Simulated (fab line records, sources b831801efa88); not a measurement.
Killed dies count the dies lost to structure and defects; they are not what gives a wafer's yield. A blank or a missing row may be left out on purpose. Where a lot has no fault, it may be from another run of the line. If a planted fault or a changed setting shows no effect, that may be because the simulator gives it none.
Struck lot and sound lot, side by side -- flow sky130 -- 15 out of 708 route steps
Sound: the wafers L566.1, L566.2, L566.4. Struck: wafers L563.1, L563.2, L563.5. At the end, the cause is stated.
Order at every step that has rows: each side's tool, ch and its chambers, its first start. Under that, the readings that differ: sound wafers -- struck wafers -- difference of the means -- sigmas: that difference in standard deviations of wafers without a fault.
alike: same words and numbers on both sides, and readings whose means sit less than 2 such deviations apart. not compared: any withheld reading, any reading some wafer has no value for, any bound like >300 that may hide the same value, and any number with overlapping values for which the record gives no deviation.
Wherever a step has rows on one side only, a row that says differs or no value, or a row with sigmas, the two part there. Non-overlapping numbers with no deviation appear without sigmas and do not part them. A reading that every wafer of one side lacks parts them only if that side has two wafers or more.

first, 6 steps without rows for these wafers: SKY_VIA3_ETCH_15 (etches SiO2 in C4F8/O2/Ar, stops on TiN, target depth 507 nm, time 78 s); SKY_VIA3_STRIP_16 (strips in O2/N2); SKY_VIA3_STRIP_17 (strips in post etch residue remover, time 1200 s); SKY_VIA3_CLEAN_18 (cleans in IPA, time 180 s); SKY_VIA3_CLEAN_19 (cleans in O3/DIW); SKY_VIA3_SPUTTER_20 (material TiN, target thk 20 nm, time 80 s).
SKY_VIA3_CVD_21: deposits W, target thk 390 nm, time 117.31 s.
  sound on cvd-w-02 ch 0,1, day 45 10:51; struck on cvd-w-02 ch 0,1, day 44 21:21
  alike: heater-power-w
SKY_VIA3_RS_MEAS_22: a four-point-probe measurement.
  sound on film-metro-04 at day 45 10:59; struck on film-metro-01 at day 44 21:28
  alike: VIA3_W_RS
SKY_VIA3_THK_MEAS_23: measures by xrf.
  sound on film-metro-04 at day 45 11:06; struck on film-metro-01 at day 44 21:35
  alike: VIA3_W_THK
SKY_VIA3_CMP_24: polishes, stops on SiO2, t overpolish 20 s, target thk 0 nm.
  sound on cmp-02 ch 0,1,3, day 45 11:11; struck on cmp-02 ch 0,1,2, day 44 21:42
  alike: motor-current-A, overpolish-run-s, platen-rpm, slurry-flow-ml-min, time-to-endpoint-s
SKY_METAL4_SPUTTER_00: material Ti, target thk 15 nm, time 10 s.
  sound on pvd-sputter-04 at day 45 11:29; struck on pvd-sputter-04 at day 44 21:57
  alike: cathode-dc-power-W, chamber-pressure-pa, throttle-valve-pct
SKY_METAL4_SPUTTER_01: material TiN, target thk 20 nm, time 16.7 s.
  sound on pvd-sputter-04 at day 45 11:31; struck on pvd-sputter-04 at day 44 21:58
  alike: cathode-dc-power-W, chamber-pressure-pa, throttle-valve-pct
SKY_METAL4_SPUTTER_02: material AlCu, target thk 735 nm, time 39.1 s.
  sound on pvd-sputter-04 at day 45 11:32; struck on pvd-sputter-04 at day 44 22:00
  no value came back on the struck wafers for cathode-dc-power-W (W), chamber-pressure-pa (Pa), throttle-valve-pct (%); on the sound wafers cathode-dc-power-W (W) reads 10601 10603 10597
SKY_METAL4_SPUTTER_03: material Ti, target thk 5 nm, time 3.3 s.
  sound on pvd-sputter-04 at day 45 11:35; struck on pvd-sputter-04 at day 44 22:02
  alike: cathode-dc-power-W, chamber-pressure-pa, throttle-valve-pct
-- the record jumps here: 5 days lie between the struck wafers' starts before and after (it left off in module METAL4 and takes up again in module PAD_OPEN, whose first step shown is number 708 of the route) --
SKY_PAD_OPEN_PROBE_99:
  sound on prober-02 at day 50 12:25; struck on prober-01 at day 50 01:38
reading,sound,struck,difference,sigmas
defect-limited-yield (%),81.7 84.6 82.9,0 0 0,-83,-38
killed_at_M4_up,7 5 1,426 413 417,+414,+99 or more
killed-dies,90 76 84,492 492 492,+409,+37
killed-on-rim,15 14 14,96 96 96,+82,+24
sort_bin_5_function (%),11.4 8.5 11.2,93.5 92.9 93.5,+82.9,+49
sort-n-pass,402 416 408,0 0 0,-409,-37
sort-yield-pct (%),81.7 84.6 82.9,0 0 0,-83,-38
  alike: killed_at_M0_to_M3, killed-at-contacts, killed-at-front-end, killed-at-other, killed-open, killed-short, sort_bin_3_pad_short, sort_bin_6_memory

WHERE THEY PART
At SKY_METAL4_SPUTTER_02 first; at SKY_PAD_OPEN_PROBE_99 last (within this record only).

WHY: what had been put in by the simulator
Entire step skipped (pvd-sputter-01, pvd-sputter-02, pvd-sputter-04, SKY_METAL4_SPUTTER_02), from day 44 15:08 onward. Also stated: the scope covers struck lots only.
